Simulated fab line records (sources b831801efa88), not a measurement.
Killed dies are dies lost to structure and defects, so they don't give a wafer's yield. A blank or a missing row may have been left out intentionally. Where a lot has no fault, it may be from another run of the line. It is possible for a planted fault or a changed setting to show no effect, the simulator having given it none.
Problem report in the 8D (eight disciplines) form, filled by code | flow gf180mcu | the parts of the form that need people (team, actions taken, sign-off) are left out

== 1. THE PROBLEM ==
Wafers free of any fault read 0.0697 ohm/sq (standard deviation 0.00066) for M4_ALCU_RS at GF_M4_RS_MEAS_05, against a mean of 0.0927 ohm/sq on 3 wafers of 2 lots. That puts it +35 standard deviations away from the usual mean.
The step: measures by four-point-probe.
First observed at day 26 10:42: wafer L754.1, on film metro-03. The record has a number at this step for 30 wafers belonging to 10 lots. Rule for "out", or "out of limits": more than 4 standard deviations from the usual mean. The rest of the wafers with a number are treated as sound.

== 2. WHAT IT IS, AND WHAT IT ISN'T ==
question                    | is                           | is not
which readings at this step | M4_ALCU_RS                   | -
which lots                  | L754, L757                   | L742, L743, L745, L749, L751, L759, L761, L764
which wafers of those lots  | L754.1, L757.3, L757.6       | L754.4, L754.6, L757.4
read on which gauges        | film metro-01, film metro-03 | film metro-02
when                        | from day 26 10:42            | up to then (17 sound wafers); but 10 sound wafers of L757, L759, L761, L764 came after

== 3. WHAT RULES OUT EACH SUSPECT ==
Counting: a tool at a process step up to the reading stays a suspect if it ran every lot that is out. Sound lots after the first of them don't rule it out here, since some wafers of a struck lot are sound.
- the gauge at GF_M4_RS_MEAS_05 has been ruled out. The wafers that are out were read on 2 gauges (film metro-01, film metro-03).
- pvd sputter-04 at GF_M4_SPUTTER_02 (material AlCu, target thk 450 nm, time 23.9 s): kept. It processed each lot that is out (first: L754, day 26 10:37); up to then, its last sound lot is L749 (day 25 04:40).
After counting, what remains is pvd sputter-04 at GF_M4_SPUTTER_02.

== 4. THE CAUSE (what the simulator had put in) ==
Site profile drift: pvd sputter-04, from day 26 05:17 on, at GF_M4_SPUTTER_02. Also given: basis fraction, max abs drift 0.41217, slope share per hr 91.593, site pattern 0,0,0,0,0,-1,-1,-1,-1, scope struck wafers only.
After counting, this tool was the only one left.

== 5. THE EFFECT CHAIN, in route order ==
One row per reading whose mean, taken over the struck wafers that have a number, lies over 3 standard deviations from the usual. Only readings for which the record gives a usual standard deviation are gone through. hours: the time from each lot's start at the first step in this table that gives one to its start at this step, as a median over the lots. sigmas: the change in usual standard deviations.
hours | step                | reading            | usual         | on struck wafers | change  | sigmas
0     | GF_M4_RS_MEAS_05    | M4_ALCU_RS         | 0.0697 ohm/sq | 0.0927           | +0.0230 | +35
0     | GF_M4_THK_MEAS_06   | M4_ALCU_THK        | 440 nm        | 357              | -83     | -20
20    | GF_M4_METAL_ETCH_16 | oes product au     | 0.973 a.u.    | 0.884            | -0.089  | -14
20    | GF_M4_METAL_ETCH_16 | throttle valve pct | 28.249 %      | 28.342           | +0.093  | +9.5
Its process steps:
- GF_M4_METAL_ETCH_16: etches the open film in Cl2/BCl3, stops on SiO2, target depth 627.5 nm, time 104.6 s.
Later steps that measure or inspect, where all struck wafers having a row at the step show a number for every such reading and not one has moved that far: GF_M4_CD_MEAS_14.

== 6. WHAT WOULD HAVE CAUGHT IT SOONER ==
5 hours passed between the start of the fault at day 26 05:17 and the first reading out of limits at a measuring or inspecting step in this record, taken at day 26 10:42.
Tool readings at GF_M4_SPUTTER_02 with a usual standard deviation given in the record: none out on any struck wafer, hence no alarm at a limit of 4 standard deviations on them.
Lots out: 2; of these, L757 started GF_M4_SPUTTER_02 on pvd sputter-04 after day 26 10:42. A hold on the tool at that time would have spared it.
